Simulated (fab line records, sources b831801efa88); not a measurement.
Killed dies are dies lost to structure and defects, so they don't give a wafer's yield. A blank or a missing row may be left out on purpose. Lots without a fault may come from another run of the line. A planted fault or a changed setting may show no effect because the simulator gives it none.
One fault seen from 2 desks | flow gf180mcu | each desk has only its own numbers; what lay behind them comes last

THE TOOL OWNER'S DESK: iline_stepper-01
The tool's own readings at GF_NSD_EXPOSE_04 (exposes mask Nplus, target cd 400 nm): means of the sampled wafers that have a number, for each lot that ran on this tool. A lot is out of limits, marked OUT, if its mean lies more than 4 standard deviations from the usual mean; the brackets give that distance.
Columns: A = exposure_dose_mJ_cm2 at GF_NSD_EXPOSE_04, usual 143.0; B = focus_offset_nm at GF_NSD_EXPOSE_04, usual 0.2 nm
lot  | first seen here | A                | B
L551 | day 13 15:59    | 142.4            | 0.3
L557 | day 15 13:23    | 142.2            | -0.1
L560 | day 16 14:15    | 135.2 (-9.5) OUT | -0.8
L562 | day 17 10:39    | 136.7 (-7.6) OUT | 0.7
L564 | day 17 23:23    | 137.7 (-6.4) OUT | 0.3
L566 | day 18 18:09    | 138.7 (-5.3) OUT | 0.4
This desk's finding: out of limits on L560, L562, L564, L566; first on L560, day 16 14:15 (exposure_dose_mJ_cm2 at GF_NSD_EXPOSE_04). In limits: L551, L557.

THE METROLOGY DESK
What the gauges read, lot by lot, whatever tool the lot ran on: means of the sampled wafers that have a number. A lot is out of limits, marked OUT, if its mean lies more than 4 standard deviations from the usual mean; the brackets give that distance.
Columns: A = HV_LDD_01_OVL at GF_HV_LDD_OVL_MEAS_20, usual -0.2 nm; B = cd_nm at GF_NSD_CD_MEAS_07, usual 400.8 nm; C = NSD_TW at GF_NSD_TW_MEAS_12, usual 4209
lot  | first seen here | A    | B                | C
L551 | day 11 08:55    | 1.7  | 400.6            | 4197
L552 | day 11 14:04    | 0.3  | 401.3            | 4221
L554 | day 12 04:59    | 0.2  | 400.6            | 4216
L556 | day 12 20:25    | -1.1 | 403.3            | 4228
L557 | day 13 02:55    | 0.2  | 399.8            | 4176
L560 | day 14 03:33    | -1.9 | 389.2 (-6.1) OUT | 4202
L561 | day 14 06:07    | -1.6 | 400.1            | 4222
L562 | day 14 21:07    | 2.6  | 387.8 (-6.8) OUT | 4232
L564 | day 15 08:06    | 0.8  | 388.4 (-6.5) OUT | 4188
L566 | day 16 02:37    | 1.0  | 391.8 (-4.7) OUT | 4212
L570 | day 17 07:13    | 0.1  | 401.4            | 4206
L572 | day 17 19:49    | 1.5  | 402.9            | 4198
L574 | day 18 13:36    | -1.0 | 400.4            | 4157
This desk's finding: out of limits on L560, L562, L564, L566; first on L560, day 17 01:22 (cd_nm at GF_NSD_CD_MEAS_07). In limits: L551, L552, L554, L556, L557, L561, L570, L572, L574.

PUT TOGETHER
The tool owner's desk could have raised an alarm at day 16 14:15, on L560, L562, L564, L566.
The metrology desk could have raised an alarm at day 17 01:22, on L560, L562, L564, L566.
Of the lots named, all ran GF_NSD_EXPOSE_04 on iline_stepper-01.

WHAT THE SIMULATOR HAD PUT IN
Process parameter drift: iline_stepper-01, from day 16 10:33 on, at GF_NSD_EXPOSE_04. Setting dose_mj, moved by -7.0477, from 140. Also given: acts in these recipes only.
Lots struck among those shown: L560, L562, L564, L566.
Hours from the fault's start to each desk's first reading out of limits: the tool owner's desk, 4; the metrology desk, 15.
